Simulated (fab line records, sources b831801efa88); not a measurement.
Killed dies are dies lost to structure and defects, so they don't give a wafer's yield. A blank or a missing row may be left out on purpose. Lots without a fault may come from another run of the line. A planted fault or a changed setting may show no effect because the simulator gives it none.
Which tool did it? | flow sky130 | 6 lots, 18 wafers sampled, at 2 steps of a route of 708

WHAT THE GAUGES READ, wafer by wafer
SKY_CAP2M_OVL_MEAS_12.
lot  | measured     | on         | CAP2M_OVL (nm)
L226 | day 41 05:37 | overlay-02 | 0.0 -0.3 0.9
L228 | day 41 13:49 | overlay-02 | -1.1 -0.4 0.0
L230 | day 42 15:43 | overlay-01 | -0.6 -2.6 -2.0
L232 | day 43 07:41 | overlay-02 | 0.7 0.8 -0.1
L241 | day 45 12:07 | overlay-01 | 0.1 0.8 1.8
L244 | day 46 07:41 | overlay-01 | -0.5 -2.5 -1.5

WHICH TOOL RAN EACH LOT (tool, then ch and the chambers of the sampled wafers, then the start)
lot  | SKY_CONTACT_SPUTTER_23
L226 | pvd_sputter-01, day 32 03:19
L228 | pvd_sputter-02, day 32 13:59
L230 | pvd_sputter-02, day 33 21:36
L232 | pvd_sputter-04, day 34 10:33
L241 | pvd_sputter-01, day 37 03:17
L244 | pvd_sputter-04, day 38 04:17
- SKY_CONTACT_SPUTTER_23: material TiN, target thk 20 nm, time 80 s.

THE ANSWER, worked out from the rows above alone
Rule: what is usual is taken from the lots themselves. Put in order of their means at a reading, lots are off if they are a third of the lots or fewer, leave a main group of 4 or more, and stand apart from it by a gap of 3 or more times the standard deviation of the main group's means; of several such gaps the widest counts. A main group whose means are all the same, to the digits that the tables above print for the reading, isn't used. A lot without any number at a reading at which 4 lots or more have one is off too. The other lots that the step has rows for count as sound.
No lot is off at any reading shown: from this, nothing can be told.

WHAT THE SIMULATOR HAD PUT IN
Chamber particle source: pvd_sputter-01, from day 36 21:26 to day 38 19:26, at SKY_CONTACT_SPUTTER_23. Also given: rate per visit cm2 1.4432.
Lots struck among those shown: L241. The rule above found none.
